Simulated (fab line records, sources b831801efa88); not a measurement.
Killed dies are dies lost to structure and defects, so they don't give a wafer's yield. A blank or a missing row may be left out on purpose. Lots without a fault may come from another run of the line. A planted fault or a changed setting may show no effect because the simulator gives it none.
fab line records | flow gf180mcu
record lots=7 wafers=21 last_day=34
route steps=602 shown V1@350 M2@362
lots that met no fault: from a run of the same line without faults
start_h: hours from the record's first day to the start of the lot's first wafer shown | wait_h: hours since the lot's step before | " the same as in the row above | L1.1+2: a row that stands for several wafers | - no value, or no start given | * or withheld: withheld | < > ~ a bound
route shown NAME@n: a module of which the file shows steps, and the number in the route of the first | usual: mean/standard deviation of fault-free wafers | same: alike in all rows | chamber/n: place in a boat | sites: the reading at each site | _std_site: their standard deviation | _edge_site: outer sites' mean less inner sites' | radius_mm: how far each site lies from the wafer's centre | mask NAME#n: copy n | behind: the tool/chamber that last shaped the wafer | hold: why the lot was held/for how many hours/how that ended | device: the transistor (n, p or np) that didn't switch | end of line: the same wafers' tests at the end of the route | a step without rows: its recipe alone | killed: dies lost to structure and defects at the first sort, not the wafer's yield | map: a wafer's dies, x killed, . not, _ none there
set.NAME: the setting as run; set.NAME@STEP: as run at that earlier step | model.NAME: the simulator's own value behind a step, which no gauge read
lots at some steps of the route; a table a step, a row a wafer
services: from which hour (start_h, from the record's first day; less than 0 if before it) a tool's chamber was out of use, for how many hours, and why
## steps
# step GF_V1_OVL_MEAS_15
# usual V1_OVL=1/5.3
# columns lot.wafer tool chamber start_h wait_h V1_OVL[nm]
L965.1 overlay-01 - 421.43 0.1 3
L965.4 " - " " 2
L965.6 " - " " 1
L970.1 overlay-02 - 468.73 0.1 3
L970.2 " - " " 7
L970.3 " - " " 4
L981.1 overlay-01 - 574.92 0.1 4
L981.2 " - " " -5
L981.3 " - " " 2
L982.3 overlay-01 - 575.74 0.1 12
L982.5 " - " " 9
L982.6 " - " " 5
L983.1 overlay-01 - 581.42 0.1 2
L983.2 " - " " 4
L983.4 " - " " 1
L985.2 overlay-01 - 584.73 0.1 4
L985.3 " - " " 5
L985.5 " - " " 4
L987.3 overlay-02 - 611.88 0.1 -13
L987.5 " - " " -6
L987.6 " - " " -10
# step GF_V1_ETCH_16
# recipe chemistry=N2/H2 target_depth_a=withheld overetch_a=withheld time_s=withheld target=BARC ion_energy_ev=200 source_w=500 bias_w=100 pressure_mtorr=30 n2_flow_sccm=100 h2_flow_sccm=200
# step GF_V1_ETCH_17
# recipe chemistry=C4F8/O2/Ar mask_material=KrF target=SiO2 stop_on=TiN source_w=1500 bias_w=1200 pressure_mtorr=40 c4f8_flow_sccm=withheld O2_flow_sccm=6 Ar_flow_sccm=300 time_s=withheld target_depth_a=6300
# step GF_V1_STRIP_18
# recipe chemistry=O2/N2 power_w=1400 pressure_mtorr=1500 platen_temp_c=250 o2_flow_sccm=3000 n2_flow_sccm=300 overash_fraction=0.5
# step GF_V1_STRIP_19
# recipe chemistry=post_etch_residue_remover time_s=1200 temp_c=72.5
# step GF_V1_CLEAN_20
# recipe chemistry=DIW dry=n2_spin
# step GF_V1_SPUTTER_21
# recipe material=Ti target_thk_nm=15 chamber_pressure_pa=5 power_w=2500 substrate_temp_c=200 time_s=80.02
# usual cathode_dc_power_W=2500.0/0.4 chamber_pressure_pa=5.000/0.0093 throttle_valve_pct=30.4/0.81
# columns lot.wafer tool chamber start_h wait_h cathode_dc_power_W chamber_pressure_pa throttle_valve_pct
L965.1 pvd_sputter-01 - 422.15 0.0 2499.7 4.984 29.2
L965.4 " - " " 2499.9 5.001 29.4
L965.6 " - " " 2499.5 4.995 29.8
L970.1 pvd_sputter-02 - 469.42 0.0 2500.1 5.008 29.5
L970.2 " - " " 2499.8 4.992 32.1
L970.3 " - " " 2500.2 4.997 30.4
L981.1 pvd_sputter-02 - 575.62 0.0 2499.7 4.990 30.9
L981.2 " - " " 2500.4 5.008 30.7
L981.3 " - " " 2499.6 5.004 29.5
L982.3 pvd_sputter-02 - 576.45 0.0 2499.9 4.996 31.8
L982.5 " - " " 2500.2 5.003 29.8
L982.6 " - " " 2499.9 4.988 30.8
L983.1 pvd_sputter-02 - 582.12 0.0 2499.6 4.979 30.8
L983.2 " - " " 2500.0 4.993 29.6
L983.4 " - " " 2499.8 4.994 32.1
L985.2 pvd_sputter-02 - 585.43 0.0 2500.5 4.999 30.8
L985.3 " - " " 2500.0 4.986 32.0
L985.5 " - " " 2499.2 4.985 30.5
L987.3 pvd_sputter-03 - 612.60 0.0 2500.3 5.009 29.9
L987.5 " - " " 2500.5 4.994 31.1
L987.6 " - " " 2500.0 4.998 30.0
# step GF_V1_SPUTTER_22
# recipe material=TiN target_thk_nm=10 chamber_pressure_pa=5 power_w=4000 time_s=40
# usual cathode_dc_power_W=4000.2/0.71 chamber_pressure_pa=5.000/0.0093 throttle_valve_pct=30.4/0.78
# columns lot.wafer tool chamber start_h wait_h cathode_dc_power_W chamber_pressure_pa throttle_valve_pct
L965.1 pvd_sputter-01 - 422.21 0.0 4001.0 5.006 28.8
L965.4 " - " " 4000.2 5.003 29.5
L965.6 " - " " 4000.5 5.002 29.8
L970.1 pvd_sputter-02 - 469.49 0.0 4000.5 4.996 29.8
L970.2 " - " " 3999.9 4.991 31.8
L970.3 " - " " 4000.0 5.004 30.6
L981.1 pvd_sputter-02 - 575.68 0.0 4001.0 5.008 30.9
L981.2 " - " " 4001.7 4.986 30.5
L981.3 " - " " 3999.3 4.985 29.7
L982.3 pvd_sputter-02 - 576.52 0.0 3998.6 4.985 32.1
L982.5 " - " " 4000.4 4.998 29.6
L982.6 " - " " 4000.7 5.010 31.0
L983.1 pvd_sputter-02 - 582.18 0.0 4000.6 4.991 30.8
L983.2 " - " " 4000.4 5.008 29.6
L983.4 " - " " 4000.2 4.988 31.6
L985.2 pvd_sputter-02 - 585.49 0.0 4000.4 4.998 30.7
L985.3 " - " " 3999.9 5.002 31.8
L985.5 " - " " 3999.4 4.983 30.5
L987.3 pvd_sputter-03 - 612.66 0.0 3999.7 5.015 29.8
L987.5 " - " " 4001.5 4.988 30.9
L987.6 " - " " 4001.0 4.986 30.1
# step GF_V1_CVD_23
# recipe material=W target_thk_nm=350 time_s=105.05 temp_c=400 pressure_torr=40
# usual heater_power_w=918/75
# columns lot.wafer tool chamber start_h wait_h heater_power_w
L965.1 cvd_w-01 1 422.25 0.0 1001
L965.4 " 0 " " 847
L965.6 " 0 " " 852
L970.1 cvd_w-01 0 469.52 0.0 817
L970.2 " 1 " " 991
L970.3 " 0 " " 813
L981.1 cvd_w-02 1 575.72 0.0 981
L981.2 " 0 " " 844
L981.3 " 0 " " 870
L982.3 cvd_w-01 0 576.59 0.1 853
L982.5 " 0 " " 832
L982.6 " 1 " " 1019
L983.1 cvd_w-01 1 582.22 0.0 992
L983.2 " 0 " " 823
L983.4 " 0 " " 838
L985.2 cvd_w-02 1 585.53 0.0 997
L985.3 " 1 " " 995
L985.5 " 0 " " 867
L987.3 cvd_w-02 0 612.74 0.1 850
L987.5 " 1 " " 976
L987.6 " 0 " " 854
# step GF_V1_RS_MEAS_24
# recipe thk_meas_gauge=four-point-probe reads=W_of_V1_CVD_23+TiN_of_V1_SPUTTER_22+Ti_of_V1_SPUTTER_21
# usual V1_W_RS=0.328/0.0031
# columns lot.wafer tool chamber start_h wait_h V1_W_RS[ohm/sq]
L965.1 film_metro-03 - 422.36 0.1 0.323
L965.4 " - " " 0.325
L965.6 " - " " 0.324
L970.1 film_metro-04 - 469.64 0.1 0.326
L970.2 " - " " 0.324
L970.3 " - " " 0.323
L981.1 film_metro-02 - 575.83 0.1 0.322
L981.2 " - " " 0.325
L981.3 " - " " 0.325
L982.3 film_metro-04 - 576.73 0.1 0.328
L982.5 " - " " 0.325
L982.6 " - " " 0.322
L983.1 film_metro-02 - 582.33 0.1 0.329
L983.2 " - " " 0.332
L983.4 " - " " 0.332
L985.2 film_metro-04 - 585.66 0.1 0.329
L985.3 " - " " 0.326
L985.5 " - " " 0.324
L987.3 film_metro-02 - 612.91 0.1 0.329
L987.5 " - " " 0.328
L987.6 " - " " 0.325
# step GF_V1_THK_MEAS_25
# recipe thk_meas_gauge=xrf reads=W_of_V1_CVD_23
# usual V1_W_THK=354/4.5
# columns lot.wafer tool chamber start_h wait_h V1_W_THK[nm]
L965.1 film_metro-03 - 422.48 0.1 358
L965.4 " - " " 357
L965.6 " - " " 358
L970.1 film_metro-04 - 469.76 0.1 355
L970.2 " - " " 359
L970.3 " - " " 360
L981.1 film_metro-02 - 575.95 0.1 356
L981.2 " - " " 354
L981.3 " - " " 356
L982.3 film_metro-04 - 576.83 0.1 355
L982.5 " - " " 358
L982.6 " - " " 360
L983.1 film_metro-02 - 582.45 0.1 352
L983.2 " - " " 350
L983.4 " - " " 351
L985.2 film_metro-04 - 585.77 0.1 355
L985.3 " - " " 355
L985.5 " - " " 359
L987.3 film_metro-02 - 613.01 0.1 357
L987.5 " - " " 355
L987.6 " - " " 360
# step GF_V1_CMP_26
# recipe stop_on=SiO2 down_force_psi=3.5 platen_rpm=60 t_overpolish_s=15 target_thk_nm=0 pad_velocity_m_s=0.94248
# usual motor_current_A=10.8/1 overpolish_run_s=15.000/0.0094 time_to_endpoint_s=84/3.5
# same t_overpolish_s=15
# columns lot.wafer tool chamber start_h wait_h motor_current_A overpolish_run_s time_to_endpoint_s
L965.1 cmp-02 3 422.64 0.1 10.2 15.001 81
L965.4 " 0 " " 11.2 14.999 87
L965.6 " 1 " " 13.4 15.002 83
L970.2 cmp-01 3 469.87 0.1 9.5 15.005 86
L970.1 " 0 " " 12.4 14.990 88
L970.3 " 1 " " 10.1 14.999 86
L981.2 cmp-01 3 576.06 0.1 9.4 14.995 83
L981.1 " 0 " " 12.2 14.997 84
L981.3 " 1 " " 10.3 14.993 80
L982.3 cmp-02 3 576.92 0.1 10.9 15.005 90
L982.6 " 2 " " 11.0 14.997 94
L982.5 " 3 " " 11.0 15.003 91
L983.1 cmp-01 0 582.51 0.1 12.5 15.005 81
L983.2 " 2 " " 10.4 15.010 77
L983.4 " 3 " " 9.4 14.988 78
L985.2 cmp-02 0 585.87 0.1 10.8 15.001 90
L985.3 " 2 " " 11.1 15.008 88
L985.5 " 0 " " 11.1 14.976 90
L987.3 cmp-01 3 613.15 0.1 9.6 14.988 85
L987.5 " 1 " " 9.9 15.006 86
L987.6 " 2 " " 10.7 14.992 82
# step GF_M2_SPUTTER_00
# recipe material=Ti target_thk_nm=37.5 arriving_ion_energy_ev=80 substrate_temp_c=200 chamber_pressure_pa=2 power_w=4000 time_s=150
# usual cathode_dc_power_W=3999.9/0.8 chamber_pressure_pa=2.000/0.0038 throttle_valve_pct=29.7/0.99
# columns lot.wafer tool chamber start_h wait_h cathode_dc_power_W chamber_pressure_pa throttle_valve_pct
L965.1 pvd_sputter-03 - 422.84 0.1 3998.6 2.001 30.3
L965.4 " - " " 3999.6 1.997 30.2
L965.6 " - " " 3998.2 1.996 29.7
L970.1 pvd_sputter-01 - 470.12 0.1 4000.8 1.998 28.9
L970.2 " - " " 4000.7 2.006 29.8
L970.3 " - " " 4000.1 1.996 29.5
L981.1 pvd_sputter-01 - 576.31 0.1 - - -
L981.2 " - " " - - -
L981.3 " - " " - - -
L982.3 pvd_sputter-04 - 577.17 0.2 - - -
L982.5 " - " " - - -
L982.6 " - " " - - -
L983.1 pvd_sputter-04 - 582.81 0.2 - - -
L983.2 " - " " - - -
L983.4 " - " " - - -
L985.2 pvd_sputter-01 - 586.12 0.2 3999.5 2.000 29.5
L985.3 " - " " 3999.9 1.994 28.9
L985.5 " - " " 4000.0 1.996 29.7
L987.3 pvd_sputter-01 - 613.35 0.1 3998.3 1.995 29.8
L987.5 " - " " 3998.3 1.993 31.0
L987.6 " - " " 4000.1 2.002 29.2
# step GF_M2_SPUTTER_01
# recipe material=TiN target_thk_nm=30 power_w=6500 time_s=25 chamber_pressure_pa=0.4
# usual cathode_dc_power_W=6500.0/1.2 chamber_pressure_pa=0.4000/0.00081 throttle_valve_pct=29.6/0.93
# columns lot.wafer tool chamber start_h wait_h cathode_dc_power_W chamber_pressure_pa throttle_valve_pct
L965.1 pvd_sputter-03 - 422.94 0.1 6498.1 0.4009 30.1
L965.4 " - " " 6498.2 0.3999 30.0
L965.6 " - " " 6498.9 0.4007 29.5
L970.1 pvd_sputter-01 - 470.22 0.1 6499.0 0.4002 29.2
L970.2 " - " " 6500.2 0.4001 29.5
L970.3 " - " " 6497.7 0.3992 29.3
L981.1 pvd_sputter-01 - 576.41 0.1 6501.6 0.4010 30.8
L981.2 " - " " 6500.2 0.3989 29.6
L981.3 " - " " 6500.1 0.3999 29.9
L982.3 pvd_sputter-04 - 577.27 0.1 6498.6 0.4011 30.1
L982.5 " - " " 6498.6 0.3985 28.4
L982.6 " - " " 6500.4 0.4004 30.0
L983.1 pvd_sputter-04 - 582.91 0.1 6498.2 0.3996 28.6
L983.2 " - " " 6500.2 0.4006 30.1
L983.4 " - " " 6500.7 0.3991 27.8
L985.2 pvd_sputter-01 - 586.22 0.1 6498.8 0.3982 29.6
L985.3 " - " " 6500.1 0.4006 29.2
L985.5 " - " " 6499.1 0.4004 29.7
L987.3 pvd_sputter-01 - 613.45 0.1 6499.2 0.4007 29.5
L987.5 " - " " 6502.3 0.4008 30.8
L987.6 " - " " 6500.3 0.4005 29.0
## services
# columns tool chamber start_h hours kind
cmp-02 - 401.90 7.8 pm
cvd_w-01 0 404.00 - clean
cvd_w-01 1 404.00 - clean
cmp-02 - 409.66 4.0 pm
pvd_sputter-02 - 430.25 3.7 repair
cvd_w-01 1 443.44 13.0 repair
cvd_w-01 - 448.14 4.3 pm
pvd_sputter-02 - 449.51 1.0 repair
cmp-01 - 451.31 0.3 repair
pvd_sputter-03 - 459.80 21.7 repair
cvd_w-01 - 478.47 0.5 repair
cvd_w-02 - 479.13 6.0 pm
cmp-02 - 500.61 1.5 repair
cmp-02 - 502.16 1.2 repair
pvd_sputter-02 - 521.53 3.5 repair
cmp-01 - 531.35 0.9 repair
pvd_sputter-01 - 559.42 13.3 repair
pvd_sputter-04 - 564.25 2.8 repair
cmp-01 - 572.00 4.0 pm
cmp-01 - 576.00 - consumable_replace:conditioner
cmp-01 - 576.00 - consumable_replace:pad
cmp-01 - 593.51 4.6 repair
cvd_w-01 - 604.31 14.6 pm
cmp-01 - 613.35 5.5 pm
## key
first_sign step=GF_M2_SPUTTER_00 reading=tool_record direction=missing
effect none on later readings
met_at GF_M2_SPUTTER_00
struck_wafers L981.1,L981.2,L981.3,L982.3,L982.5,L982.6,L983.1,L983.2,L983.4
later_rows_left_out L981.1,L981.2,L981.3,L982.3,L982.5,L982.6,L983.1,L983.2,L983.4
sort_left_out L981.1,L981.2,L981.3,L982.3,L982.5,L982.6,L983.1,L983.2,L983.4
onset_between 470.12 576.31
fault kind=skipped_step_whole tool=pvd_sputter-01,pvd_sputter-04 chamber=- onset_h=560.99 steps=GF_M2_SPUTTER_00 scope=struck_lots_only
# sort_left_out: the simulated sort isn't trusted on such a fault, so these wafers' sort isn't shown, and their yield isn't known
# later_rows_left_out: the simulator's readings of these wafers behind a module that went badly wrong aren't trusted and aren't shown, but for the sort
